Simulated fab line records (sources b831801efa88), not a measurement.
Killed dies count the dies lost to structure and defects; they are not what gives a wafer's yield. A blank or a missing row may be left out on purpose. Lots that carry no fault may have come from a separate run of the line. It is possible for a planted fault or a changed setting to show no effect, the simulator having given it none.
Commonality check across tools	flow sky130	Lots sampled 11, wafers sampled 33

## WHY THIS WAS OPENED
SKY_SD_N_RS_MEAS_16, reading SD_N_RS: flagged on 2 of 11 lots. Wafers without a fault read 68.56 ohm/sq, standard deviation 0.1.
Rule: a lot is flagged in two cases, either no wafer of it has a number, or all its wafers with numbers fall more than 4 standard deviations from that mean. The other lots count as sound.

lot	measured	on	SD_N_RS (ohm/sq), wafer by wafer	flag
L331	day 27 22:16	film_metro-03	68.58 68.35 68.57	
L334	day 28 17:23	film_metro-01	68.70 68.49 68.52	
L335	day 28 23:53	film_metro-03	68.51 68.54 68.51	
L336	day 30 01:04	film_metro-03	68.40 68.47 68.60	
L339	day 31 08:11	film_metro-03	68.60 68.67 68.65	
L342	day 31 18:18	film_metro-01	68.62 68.59 68.60	
L344	day 32 17:41	film_metro-01	71.25 71.17 71.23	FLAGGED
L345	day 33 09:30	film_metro-04	71.45 71.42 71.45	FLAGGED
L346	day 33 14:11	film_metro-04	68.84 68.71 68.61	
L351	day 34 08:34	film_metro-03	68.55 68.66 68.72	
L354	day 35 10:29	film_metro-03	68.46 68.59 68.46	
On average the flagged lots' numbers are 71.33 ohm/sq, which is +2.77 ohm/sq against the usual, or +28 standard deviations.

## TOOL THAT RAN EACH LOT
4 process steps preceding the reading are held in the record, out of 708 steps in the route. Each cell gives the tool, then ch followed by the chambers the sampled wafers passed through, then the start.
lot	flag	SKY_POLY_CUT_ETCH_10	SKY_RES_XHIGH_STRIP_08	SKY_SD_N_IMPLANT_09	SKY_SD_N_STRIP_11
L331		rie_diel-02 ch 0,2,3, day 24 04:49	plasma_asher-04 ch 0,1, day 26 15:44	implanter-03 ch 0, day 27 21:35	plasma_asher-01 ch 0,1, day 27 21:53
L334		rie_diel-02 ch 0,2, day 25 02:11	plasma_asher-04 ch 0,1, day 27 12:24	implanter-03 ch 0, day 28 16:43	plasma_asher-02 ch 0,1, day 28 16:59
L335		rie_diel-02 ch 1,2, day 25 07:58	plasma_asher-04 ch 0,1, day 27 18:29	implanter-03 ch 0, day 28 23:13	plasma_asher-01 ch 0,1, day 28 23:29
L336		rie_diel-01 ch 0,1,2, day 26 11:59	plasma_asher-04 ch 0,1, day 28 20:57	implanter-03 ch 0, day 30 00:23	plasma_asher-02 ch 0,1, day 30 00:41
L339		rie_diel-04 ch 0,1,3, day 27 19:26	plasma_asher-01 ch 0,1, day 30 03:53	implanter-04 ch 0, day 31 07:31	plasma_asher-01 ch 0, day 31 07:47
L342		rie_diel-02 ch 0,2,3, day 28 06:40	plasma_asher-01 ch 0,1, day 30 14:26	implanter-01 ch 0, day 31 17:37	plasma_asher-01 ch 0,1, day 31 17:55
L344	FLAGGED	rie_diel-04 ch 0,2,3, day 29 05:16	plasma_asher-04 ch 0,1, day 31 13:11	implanter-01 ch 0, day 32 17:00	plasma_asher-01 ch 0,1, day 32 17:17
L345	FLAGGED	rie_diel-01 ch 0,1,2, day 29 23:22	plasma_asher-02 ch 0,1, day 32 06:32	implanter-01 ch 0, day 33 08:49	plasma_asher-01 ch 0,1, day 33 09:05
L346		rie_diel-04 ch 0,2,3, day 30 03:31	plasma_asher-01 ch 0,1, day 32 10:21	implanter-03 ch 0, day 33 13:31	plasma_asher-01 ch 0,1, day 33 13:47
L351		rie_diel-02 ch 0,1,2, day 30 21:58	plasma_asher-01 ch 0,1, day 33 04:59	implanter-04 ch 0, day 34 07:53	plasma_asher-01 ch 0,1, day 34 08:11
L354		rie_diel-01 ch 2,3, day 32 01:49	plasma_asher-04 ch 0,1, day 34 07:37	implanter-03 ch 0, day 35 09:49	plasma_asher-02 ch 0,1, day 35 10:06
These steps, and what they do:
- SKY_POLY_CUT_ETCH_10: etches BARC in N2/H2, stops on SiO2, time 45.9 s, target depth 60 nm.
- SKY_RES_XHIGH_STRIP_08: strips in O2/N2.
- SKY_SD_N_IMPLANT_09
- SKY_SD_N_STRIP_11: strips in O2/N2.
- SKY_SD_N_RS_MEAS_16: measures by four-point-probe.

## FLAGGED AGAINST TOTAL, ONE TOOL AT A TIME (gauges that did the reading follow at the end)
step	tool	lots run	flagged	share of the flagged lots	sound lots run after its first flagged lot
SKY_POLY_CUT_ETCH_10	rie_diel-01	3	1	some	1 (L354)
SKY_POLY_CUT_ETCH_10	rie_diel-02	5	0	none	-
SKY_POLY_CUT_ETCH_10	rie_diel-04	3	1	some	1 (L346)
SKY_RES_XHIGH_STRIP_08	plasma_asher-01	4	0	none	-
SKY_RES_XHIGH_STRIP_08	plasma_asher-02	1	1	some	0
SKY_RES_XHIGH_STRIP_08	plasma_asher-04	6	1	some	1 (L354)
SKY_SD_N_IMPLANT_09	implanter-01	3	2	all	0
SKY_SD_N_IMPLANT_09	implanter-03	6	0	none	-
SKY_SD_N_IMPLANT_09	implanter-04	2	0	none	-
SKY_SD_N_STRIP_11	plasma_asher-01	8	2	all	2 (L346,L351)
SKY_SD_N_STRIP_11	plasma_asher-02	3	0	none	-
SKY_SD_N_RS_MEAS_16	film_metro-01	3	1	some	0
SKY_SD_N_RS_MEAS_16	film_metro-03	6	0	none	-
SKY_SD_N_RS_MEAS_16	film_metro-04	2	1	some	1 (L346)

## WHAT IS ALLOWED BY THE TABLE
Table rows that saw every flagged lot: 2, namely implanter-01 at SKY_SD_N_IMPLANT_09 and plasma_asher-01 at SKY_SD_N_STRIP_11.
- implanter-01 at SKY_SD_N_IMPLANT_09 ran 3 lots, 2 of them flagged. Last sound lot L342 at day 31 17:37, first flagged lot L344 at day 32 17:00; a fault beginning in between fits. Its own readings (dose_ions_cm2) fall more than 4 standard deviations out on all wafers of the flagged lots.
- plasma_asher-01 at SKY_SD_N_STRIP_11 ran 8 lots, 2 of them flagged. Sound lots followed the first flagged one (L346, L351) on it, something a lasting fault affecting the whole tool could not allow. Its own readings (strip_time_to_endpoint_s) fall more than 4 standard deviations out on all wafers of the flagged lots.
One tool is left: implanter-01 at SKY_SD_N_IMPLANT_09.

## WHAT WAS PUT IN BY THE SIMULATOR
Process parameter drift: implanter-01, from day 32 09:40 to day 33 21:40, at SKY_SD_N_IMPLANT_09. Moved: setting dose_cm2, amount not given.
Struck lots among those shown: L344, L345. The rule above reached the same finding.
